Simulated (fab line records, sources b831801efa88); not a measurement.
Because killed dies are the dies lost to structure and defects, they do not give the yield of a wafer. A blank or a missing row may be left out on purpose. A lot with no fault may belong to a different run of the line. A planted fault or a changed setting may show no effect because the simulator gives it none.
A lot that was struck, set against a sound lot	flow sky130	43 out of 708 route steps
Sound: wafers L619.2, L619.4, L619.5. The struck wafers were L639.2, L639.4, L639.5. The cause comes at the end.
Each step with rows lists, per side, the tool, then ch with its chambers, then its first start. Under that, the readings that differ: sound wafers	struck wafers	difference of the means	sigmas: that difference in standard deviations of wafers without a fault.
alike: readings whose means differ by less than 2 such deviations, and words and numbers that are the same on both sides. not compared: withheld readings, readings that some wafer has no value for, bounds like >300 that may hide the same value, and numbers for which the record gives no deviation and whose values overlap.
A row with sigmas, a row that says differs or no value, or rows on one side alone: a step with any of these is where the two part. Non-overlapping numbers with no deviation appear without sigmas and do not part them. Lack of a reading on every wafer of one side parts them only where that side has two or more wafers.

first, 2 steps without rows for these wafers: SKY_CONTACT_PEB_12; SKY_CONTACT_DEVELOP_13 (develop time 60 s).
SKY_CONTACT_CD_MEAS_14: the cd target is 170 nm.
  struck on cd-sem-01, day 38 20:49; sound on cd-sem-02, day 32 09:22
  alike: cd-nm
SKY_CONTACT_OVL_MEAS_15:
  struck on overlay-01, day 38 20:55; sound on overlay-02, day 32 09:28
  alike: CONTACT_OVL
SKY_CONTACT_ETCH_16: etches BARC in N2/H2, stops on SiO2, time 45.9 s, target depth 60 nm.
  sound on rie-diel-03 ch 0,1,3, day 32 09:30; struck on rie-diel-01 ch 0,1, day 38 20:57
  alike: drypump-motor-current-A, oes-product-au, throttle-valve-pct
  not compared: rf-hours-counter-h
then, 6 steps without rows for these wafers: SKY_CONTACT_ETCH_17 (etches SiO2 in C4F8/O2/Ar, stops on Si3N4, target depth 340 nm); SKY_CONTACT_ETCH_18 (etches Si3N4 in CHF3/O2, stops on TiN, time 39 s, target depth 75 nm); SKY_CONTACT_STRIP_19 (strips in O2/N2); SKY_CONTACT_STRIP_20 (strips in post etch residue remover, time 1200 s); SKY_CONTACT_CLEAN_21 (cleans in IPA, time 180 s); SKY_CONTACT_CLEAN_22 (cleans in O3/DIW).
SKY_CONTACT_SPUTTER_23: material TiN, target thk 20 nm, time 80 s.
  struck on pvd-sputter-01, day 38 22:04; sound on pvd-sputter-03, day 32 10:19
  alike: throttle-valve-pct
SKY_CONTACT_CVD_24: deposits W, target thk 340 nm, time 102.12 s.
  sound on cvd-w-02 ch 1, day 32 10:22; struck on cvd-w-01 ch 0,1, day 38 22:08
  alike: chamber-pressure-Torr, heater-power-w
SKY_CONTACT_RS_MEAS_25: a four-point-probe measurement.
  struck on film-metro-04, day 38 22:16; sound on film-metro-01, day 32 10:30
  alike: CONTACT_W_RS
SKY_CONTACT_THK_MEAS_26: measures by xrf.
  struck on film-metro-04, day 38 22:22; sound on film-metro-01, day 32 10:37
  alike: CONTACT_W_THK
then, 1 step without rows for these wafers: SKY_CONTACT_CMP_27 (polishes, stops on SiO2, t overpolish 15 s, target thk 0 nm).
SKY_METAL1_SPUTTER_00: material Ti, target thk 15 nm, time 10 s.
  struck on pvd-sputter-02, day 38 22:43; sound on pvd-sputter-04, day 32 10:58
  alike: throttle-valve-pct
then, 4 steps without rows for these wafers: SKY_METAL1_SPUTTER_01 (material TiN, target thk 20 nm, time 16.7 s); SKY_METAL1_SPUTTER_02 (material AlCu, target thk 250 nm, time 13.3 s); SKY_METAL1_SPUTTER_03 (material Ti, target thk 5 nm, time 3.3 s); SKY_METAL1_SPUTTER_04 (material TiN, target thk 70 nm, time 58.3 s).
SKY_METAL1_RS_MEAS_05: a four-point-probe measurement.
  struck on film-metro-02, day 38 22:53; sound on film-metro-01, day 32 11:07
  alike: METAL1_ALCU_RS
SKY_METAL1_THK_MEAS_06: measures by xrf.
  struck on film-metro-02, day 38 22:59; sound on film-metro-01, day 32 11:14
  alike: METAL1_ALCU_THK
then, 8 steps without rows for these wafers: SKY_METAL1_DEHYDRATE_07 (time 60 s); SKY_METAL1_HMDS_08 (prime time 60 s); SKY_METAL1_COAT_09 (resist thk 60 nm); SKY_METAL1_COAT_10 (resist thk 450 nm); SKY_METAL1_SOFTBAKE_11 (time 90 s); SKY_METAL1_EXPOSE_12 (exposes mask MM1, target cd 140 nm); SKY_METAL1_PEB_13; SKY_METAL1_DEVELOP_14 (develop time 60 s).
SKY_METAL1_CD_MEAS_15: the cd target is 140 nm.
  struck on cd-sem-02, day 40 00:05; sound on cd-sem-02, day 33 14:23
  alike: cd-nm
SKY_METAL1_OVL_MEAS_16:
  struck on overlay-02, day 40 00:12; sound on overlay-01, day 33 14:30
  alike: METAL1_OVL
then, 1 step without rows for these wafers: SKY_METAL1_DESCUM_17 (chemistry O2, time 8 s).
SKY_METAL1_ETCH_18: etches BARC in N2/H2, stops on SiO2, time 45.9 s, target depth 60 nm.
  sound on rie-metal-02 ch 1, day 33 14:37; struck on rie-metal-01 ch 0,1, day 40 00:16
  alike: drypump-motor-current-A, oes-product-au, throttle-valve-pct
  not compared: rf-hours-counter-h
SKY_METAL1_METAL_ETCH_19: etches the open film in Cl2/BCl3, stops on SiO2, target depth 360 nm, time 78 s.
  sound on rie-metal-02 ch 1, day 33 14:45; struck on rie-metal-01 ch 0,1, day 40 00:19
  alike: drypump-motor-current-A, oes-product-au, throttle-valve-pct
  not compared: rf-hours-counter-h
then, 5 steps without rows for these wafers: SKY_METAL1_STRIP_20 (strips in O2/N2); SKY_METAL1_STRIP_21 (strips in post etch residue remover, time 1200 s); SKY_METAL1_CLEAN_22 (cleans in IPA, time 180 s); SKY_METAL1_CLEAN_23 (cleans in O3/DIW); SKY_VIA1_HDPCVD_00 (deposits SiO2, target thk 1030 nm, time 171.7 s).
SKY_VIA1_THK_MEAS_01:
  struck on film-metro-03, day 40 01:10; sound on film-metro-02, day 33 15:37
  alike: VIA1_HDPCVD_THK
-- the record jumps here: 11 days lie between the struck wafers' starts before and after (it left off in module VIA1 and takes up again in module PAD_OPEN, whose first step shown is number 708 of the route) --
SKY_PAD_OPEN_PROBE_99:
  struck on prober-01, day 51 03:45; sound on prober-02, day 46 13:13
reading	sound	struck	difference	sigmas
hold	- - -	await-dispo/1.5h/release await-dispo/1.5h/release await-dispo/1.5h/release	no value on the sound wafers	
killed-at-contacts	27 29 28	77 84 70	+49	+9
killed-dies	89 97 104	139 142 130	+40	+4
killed-short	37 46 65	36 34 31	-16	-2
  alike: killed_at_M0_to_M3, killed_at_M4_up, killed-at-front-end, killed-at-other, killed-open

## WHERE THEY PART
Only at SKY_PAD_OPEN_PROBE_99, as far as this record shows.

WHY: what had been put in by the simulator
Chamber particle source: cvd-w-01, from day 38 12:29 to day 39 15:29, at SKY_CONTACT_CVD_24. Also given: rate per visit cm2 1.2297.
